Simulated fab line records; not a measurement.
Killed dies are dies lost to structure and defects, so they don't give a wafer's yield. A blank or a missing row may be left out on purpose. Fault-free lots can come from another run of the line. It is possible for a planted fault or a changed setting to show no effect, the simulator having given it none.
Problem report in the 8D (eight disciplines) form, filled by code    flow sky130    the parts of the form that need people (team, actions taken, sign-off) are left out

== 1. WHAT IS WRONG ==
Mean of spin-speed-rpm at SKY_METAL2_COAT_10: 2923.9 rpm across 6 wafers in 2 lots; on wafers with no fault it is 3000.5 rpm (standard deviation 2.4). Measured from the usual mean, that is -32 standard deviations.
The step: resist thk 450 nm.
First observed at day 40 01:00: wafer L657.2, on litho-track-02. Wafers with a number at this step in the record: 18, from 6 lots. By rule, "out" or "out of limits" means more than 4 standard deviations away from the usual mean. The rest of the wafers with a number are treated as sound.

== 2. WHAT IT IS, AND WHAT IT ISN'T ==
question                     is                      is not
which readings at this step  spin-speed-rpm          resist-line-temp-C
which lots                   L657, L659              L642, L651, L656, L663
which wafers of those lots   all that have a number  -
read on which tools          litho-track-02          litho-track-03, litho-track-04
when                         from day 40 01:00       up to then (9 sound wafers); but 3 sound wafers of L663 came after

== 3. SUSPECTS, AND WHAT RULES EACH OUT ==
Counting: a tool stays on the suspect list if, at a process step up to the reading, it processed all lots that are out and no sound lot following the first of them.
- litho-track-02 at SKY_METAL2_COAT_10 (resist thk 450 nm): kept. All lots that are out passed through it, beginning with L657 at day 40 01:00, and no sound lot followed; its final sound lot before that point was L651 at day 38 04:00. On those wafers its own readings are out: spin-speed-rpm.
Left after counting: litho-track-02 at SKY_METAL2_COAT_10.

== 4. THE CAUSE (what the simulator had put in) ==
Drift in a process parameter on litho-track-02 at SKY_METAL2_COAT_10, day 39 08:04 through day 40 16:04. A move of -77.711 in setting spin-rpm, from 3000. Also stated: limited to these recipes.
This tool alone remained once counting was done.

== 5. THE CHAIN OF EFFECTS, in route order ==
Each row: a reading where the mean over the struck wafers with a number is more than 3 standard deviations away from the usual. Only readings for which the record gives a usual standard deviation are gone through. hours: the time from each lot's start at the first step in this table that gives one to its start at this step, as a median over the lots. sigmas: the change in usual standard deviations.
hours  step                reading         usual       on struck wafers  change  sigmas
0      SKY_METAL2_COAT_10  spin-speed-rpm  3000.5 rpm  2923.9            -76.6   -32
It contains these process steps:
- SKY_METAL2_COAT_10: resist thk 450 nm.
Later measuring or inspecting steps at which every struck wafer that the step has a row for has a number for every such reading, and none has moved that far: SKY_METAL2_CD_MEAS_15, SKY_METAL2_OVL_MEAS_16.

== 6. HOW IT WOULD HAVE BEEN CAUGHT EARLIER ==
In this record no reading fell out of limits until day 40 01:00, 17 hours after the fault had begun at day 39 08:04.
